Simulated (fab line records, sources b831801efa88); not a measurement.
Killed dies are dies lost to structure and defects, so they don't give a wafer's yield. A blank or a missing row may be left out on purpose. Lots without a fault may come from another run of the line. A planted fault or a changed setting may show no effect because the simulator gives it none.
Which tool did it? | flow sky130 | 15 lots, 45 wafers sampled, at 1 step of a route of 708

WHAT THE GAUGES READ, wafer by wafer
The record holds no reading of a measuring or inspecting step that can be judged against a usual standard deviation.

WHICH TOOL RAN EACH LOT (tool, then ch and the chambers of the sampled wafers, then the start)
lot  | SKY_PASSIVATION_CVD_02
L562 | pecvd-04 ch 0,1,2, day 43 22:16
L563 | pecvd-01 ch 0,1, day 44 02:44
L564 | pecvd-04 ch 0,2, day 44 16:05
L565 | pecvd-04 ch 0,2, day 44 18:12
L566 | pecvd-03 ch 0,1, day 45 06:49
L569 | pecvd-01 ch 0,1, day 45 17:31
L571 | pecvd-03 ch 0,1,2, day 46 06:21
L572 | pecvd-04 ch 1,2, day 46 07:41
L573 | pecvd-01 ch 0,1, day 46 23:48
L574 | pecvd-01 ch 0,1, day 47 07:18
L575 | pecvd-03 ch 0,1, day 47 09:11
L582 | pecvd-01 ch 1,2, day 48 17:50
L583 | pecvd-01 ch 0,2, day 49 03:10
L584 | pecvd-01 ch 0,1, day 49 05:01
L585 | pecvd-04 ch 1,2, day 49 09:37
- SKY_PASSIVATION_CVD_02: deposits Si3N4, target thk 540 nm.

WHAT THE TOOLS THEMSELVES READ (means of the sampled wafers that have a number; where no wafer has one, the mark that the record gives instead)
SKY_PASSIVATION_CVD_02. Usual: heater_power_outer_w 398 W, standard deviation 77; heater_power_w 657 W, standard deviation 89.
lot  | tool     | heater_power_outer_w (W) | heater_power_w (W) | flag
L562 | pecvd-04 | 430                      | 681                |
L563 | pecvd-01 | 386                      | 657                |
L564 | pecvd-04 | 464                      | 710                |
L565 | pecvd-04 | 444                      | 715                |
L566 | pecvd-03 | 331                      | 586                |
L569 | pecvd-01 | 371                      | 619                |
L571 | pecvd-03 | 346                      | 597                |
L572 | pecvd-04 | 439                      | 670                |
L573 | pecvd-01 | -                        | -                  | OFF
L574 | pecvd-01 | -                        | -                  | OFF
L575 | pecvd-03 | -                        | -                  | OFF
L582 | pecvd-01 | 399                      | 676                |
L583 | pecvd-01 | 347                      | 588                |
L584 | pecvd-01 | 313                      | 552                |
L585 | pecvd-04 | 425                      | 660                |

THE ANSWER, worked out from the rows above alone
Rule: a lot is off if the mean of its wafers that have a number lies more than 3 standard deviations from the usual mean. A lot without any number at a reading at which 4 lots or more have one is off too. The other lots that the step has rows for count as sound. The gauges are gone through in route order, then the tools' own readings, and for those a lot's mean is taken as printed above. The first step at which some lot is off is used, and at that step the reading that is off furthest; a lot without a number counts as furthest.
Off: L573, L574, L575, at SKY_PASSIVATION_CVD_02 (heater_power_outer_w). Without a number there: L573, L574, L575.
A tool fits if, at that step or a process step before it, it ran every lot that is off, and no sound lot after the first of them. None of those tried fits.

WHAT THE SIMULATOR HAD PUT IN
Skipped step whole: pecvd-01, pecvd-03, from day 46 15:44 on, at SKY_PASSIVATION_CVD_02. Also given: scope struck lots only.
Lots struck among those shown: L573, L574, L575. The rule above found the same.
